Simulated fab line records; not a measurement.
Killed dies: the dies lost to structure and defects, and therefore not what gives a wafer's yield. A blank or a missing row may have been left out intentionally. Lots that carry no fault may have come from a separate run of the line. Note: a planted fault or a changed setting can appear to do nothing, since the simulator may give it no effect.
Struck lot and sound lot, side by side    flow sky130    44 out of 708 route steps
Sound: wafers L182.2, L182.3, L182.5. The struck wafers were L199.1, L199.5, L199.6. The cause is given at the end.
Each step with rows lists, per side, the tool, then ch with its chambers, then its first start. Under that, the readings that differ: sound wafers    struck wafers    difference of the means    sigmas: that difference in standard deviations of wafers without a fault.
alike: readings whose means differ by less than 2 such deviations, and words and numbers that are the same on both sides. not compared: withheld readings, readings that some wafer has no value for, bounds like >300 that may hide the same value, and numbers for which the record gives no deviation and whose values overlap.
Wherever a step has rows on one side only, a row that says differs or no value, or a row with sigmas, the two part there. Numbers that have no deviation but don't overlap get no sigmas and don't part them. A reading that every wafer of one side lacks parts them only if that side has two wafers or more.

first, 4 steps without rows for these wafers: SKY_VIA1_STRIP_17 (strips in post etch residue remover, time 1200 s); SKY_VIA1_CLEAN_18 (cleans in IPA, time 180 s); SKY_VIA1_CLEAN_19 (cleans in O3/DIW); SKY_VIA1_SPUTTER_20 (material TiN, target thk 20 nm, time 80 s).
SKY_VIA1_CVD_21: deposits W, target thk 270 nm, time 80.902 s.
  sound on cvdW-02 ch 0,1, day 35 19:43; struck on cvdW-02 ch 0,1, day 40 10:13
  alike: heaterPowerW
SKY_VIA1_RS_MEAS_22: the measuring method here is four-point-probe.
  struck on filmMetro-02, day 40 10:19; sound on filmMetro-04, day 35 19:50
  alike: VIA1_W_RS
SKY_VIA1_THK_MEAS_23: measures by xrf.
  struck on filmMetro-02, day 40 10:26; sound on filmMetro-04, day 35 19:57
  alike: VIA1_W_THK
SKY_VIA1_CMP_24: polishes, stops on SiO2, t overpolish 15 s, target thk 0 nm.
  sound on cmp-02 ch 1,2,3, day 35 20:06; struck on cmp-02 ch 1,2,3, day 40 10:36
  alike: motorCurrentA, overpolishRunS, timeToEndpointS
SKY_METAL2_SPUTTER_00: material Ti, target thk 15 nm, time 10 s.
  struck on pvdSputter-03, day 40 10:48; sound on pvdSputter-03, day 35 20:18
  alike: throttleValvePct
SKY_METAL2_SPUTTER_01: material TiN, target thk 20 nm, time 16.7 s.
  struck on pvdSputter-03, day 40 10:49; sound on pvdSputter-03, day 35 20:19
  alike: throttleValvePct
then, 2 steps without rows for these wafers: SKY_METAL2_SPUTTER_02 (material AlCu, target thk 250 nm, time 13.3 s); SKY_METAL2_SPUTTER_03 (material Ti, target thk 5 nm, time 3.3 s).
SKY_METAL2_SPUTTER_04: material TiN, target thk 70 nm, time 58.3 s.
  struck on pvdSputter-03, day 40 10:53; sound on pvdSputter-03, day 35 20:23
reading                                    sound             struck             difference  sigmas
model.TiN_of_METAL2_SPUTTER_04.thkNm (nm)  69.84 68.9 69.66  77.83 78.19 78.36  +8.66       
  alike: throttleValvePct
SKY_METAL2_RS_MEAS_05: the measuring method here is four-point-probe.
  struck on filmMetro-03, day 40 10:56; sound on filmMetro-03, day 35 20:28
  alike: METAL2_ALCU_RS
SKY_METAL2_THK_MEAS_06: measures by xrf.
  struck on filmMetro-03, day 40 11:04; sound on filmMetro-03, day 35 20:34
  alike: METAL2_ALCU_THK
then, 8 steps without rows for these wafers: SKY_METAL2_DEHYDRATE_07 (time 60 s); SKY_METAL2_HMDS_08 (prime time 60 s); SKY_METAL2_COAT_09 (resist thk 60 nm); SKY_METAL2_COAT_10 (resist thk 450 nm); SKY_METAL2_SOFTBAKE_11 (time 90 s); SKY_METAL2_EXPOSE_12 (exposes mask MM2, target cd 140 nm); SKY_METAL2_PEB_13; SKY_METAL2_DEVELOP_14 (develop time 58.7 s).
SKY_METAL2_CD_MEAS_15: target cd 140 nm.
  struck on cdSem-02, day 41 10:45; sound on cdSem-02, day 36 21:41
  alike: cdNm
SKY_METAL2_OVL_MEAS_16:
  struck on overlay-02, day 41 10:52; sound on overlay-02, day 36 21:48
  alike: METAL2_OVL
then, 8 steps without rows for these wafers: SKY_METAL2_DESCUM_17 (chemistry O2, time 8 s); SKY_METAL2_ETCH_18 (etches BARC in N2/H2, stops on SiO2, time 45.9 s, target depth 60 nm); SKY_METAL2_METAL_ETCH_19 (etches the open film in Cl2/BCl3, stops on SiO2, target depth 360 nm, time 78 s); SKY_METAL2_STRIP_20 (strips in O2/N2); SKY_METAL2_STRIP_21 (strips in post etch residue remover, time 1200 s); SKY_METAL2_CLEAN_22 (cleans in IPA, time 180 s); SKY_METAL2_CLEAN_23 (cleans in O3/DIW); SKY_VIA2_HDPCVD_00 (deposits SiO2, target thk 1180 nm, time 196.7 s).
SKY_VIA2_THK_MEAS_01:
  struck on filmMetro-04, day 41 11:49; sound on filmMetro-04, day 36 22:48
  alike: VIA2_HDPCVD_THK
SKY_VIA2_CMP_02: polishes SiO2.
  sound on cmp-02 ch 0,1,2, day 36 22:51; struck on cmp-02 ch 1,2,3, day 41 11:58
  alike: motorCurrentA
SKY_VIA2_BOW_MEAS_03:
  struck on filmMetro-03, day 41 12:10; sound on filmMetro-02, day 36 23:10
  alike: VIA2_BOW
then, 6 steps without rows for these wafers: SKY_VIA2_DEHYDRATE_04 (time 60 s); SKY_VIA2_HMDS_05 (prime time 60 s); SKY_VIA2_COAT_06 (resist thk 60 nm); SKY_VIA2_COAT_07 (resist thk 450 nm); SKY_VIA2_SOFTBAKE_08 (time 90 s); SKY_VIA2_EXPOSE_09 (exposes mask VIM2, target cd 200 nm).
SKY_VIA2_ETCH_15: etches SiO2 in C4F8/O2/Ar, stops on TiN, target depth 546 nm, time 84 s.
  sound on rieDiel-03 ch 0,3, day 38 02:11; struck on rieDiel-02 ch 1,2,3, day 42 12:19
reading                                    sound              struck             difference  sigmas
model.TiN_of_METAL2_SPUTTER_04.thkNm (nm)  69.23 68.28 69.04  77.23 77.59 77.76  +8.68       
  alike: biasW, oesProductAu
  not compared: rfHoursCounterH
after that, 1 step had no rows for these wafers: SKY_PAD_OPEN_PROBE_99.

WHERE THEY PART
Nowhere in this record.

WHY: what the simulator had put in
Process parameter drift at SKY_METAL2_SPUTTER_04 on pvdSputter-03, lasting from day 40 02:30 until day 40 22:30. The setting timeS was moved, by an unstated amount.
